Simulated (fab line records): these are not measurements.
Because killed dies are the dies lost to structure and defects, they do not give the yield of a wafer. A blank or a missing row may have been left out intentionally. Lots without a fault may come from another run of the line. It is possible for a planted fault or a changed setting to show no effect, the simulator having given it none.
Matching of chambers -- flow gf180mcu -- rie si-01 running GF_POLY_GATE_ETCH_13: 3 sister chambers
The step etches poly-Si in HBr/Cl2, stops on SiO2, target depth 198.5 nm, time 69.6 s. 16 wafers are shown with their chamber, then 5 later ones without.

WAFERS PAIRED WITH THEIR CHAMBERS
wafer,chamber,drypump motor current A (A),throttle valve pct (%),oes product au (a.u.)
L525.2,3,6.2,33.683,0.988
L525.5,0,4.8,33.692,0.987
L525.6,3,6.2,33.684,0.983
L526.1,0,4.8,33.694,0.988
L526.2,3,6.2,33.690,0.983
L526.4,1,6.7,33.687,0.994
L527.1,0,4.8,33.674,0.985
L527.5,1,6.7,33.703,0.978
L527.6,0,4.8,33.704,0.984
L529.1,1,6.7,33.684,0.985
L529.3,3,6.2,33.691,0.991
L529.4,0,4.8,33.696,0.994
L542.3,1,6.7,33.694,0.983
L542.4,3,6.2,33.695,0.981
L542.6,3,6.2,33.670,0.982
L546.1,3,6.3,33.688,0.988

SIGNATURES (averages over the wafers above)
reading,chamber 0,chamber 1,chamber 3,scatter within a chamber
drypump motor current A,4.800,6.700,6.214,0.0257
throttle valve pct,33.69200,33.69200,33.68586,0.00919
oes product au,0.98760,0.98500,0.98514,0.00466
Rule: a wafer's distance from a chamber is the root of the sum, over the readings, of the square of ((its reading less the chamber's mean) divided by the reading's scatter). If the next closest chamber is less than 2 further off than the closest, the wafer can't be placed; otherwise it belongs to the closest. The scatter: the root of (the sum of the squares of (reading less its chamber's mean) over the shown wafers, divided by (wafers less chambers)).

WAFERS WITHOUT THEIR CHAMBER
wafer,drypump motor current A (A),throttle valve pct (%),oes product au (a.u.)
L546.2,4.8,33.694,0.981
L546.5,6.2,33.681,0.986
L547.5,6.7,33.686,0.990
L548.2,4.8,33.670,0.986
L548.3,6.7,33.683,0.978

WHICH CHAMBER EACH WENT THROUGH
wafer,from the rows above,in truth
L546.2,0,0
L546.5,3,3
L547.5,1,1
L548.2,0,0
L548.3,1,1
Correctly placed: 5 of 5. Left unplaced by these rows: 0. 0 placed wrongly.
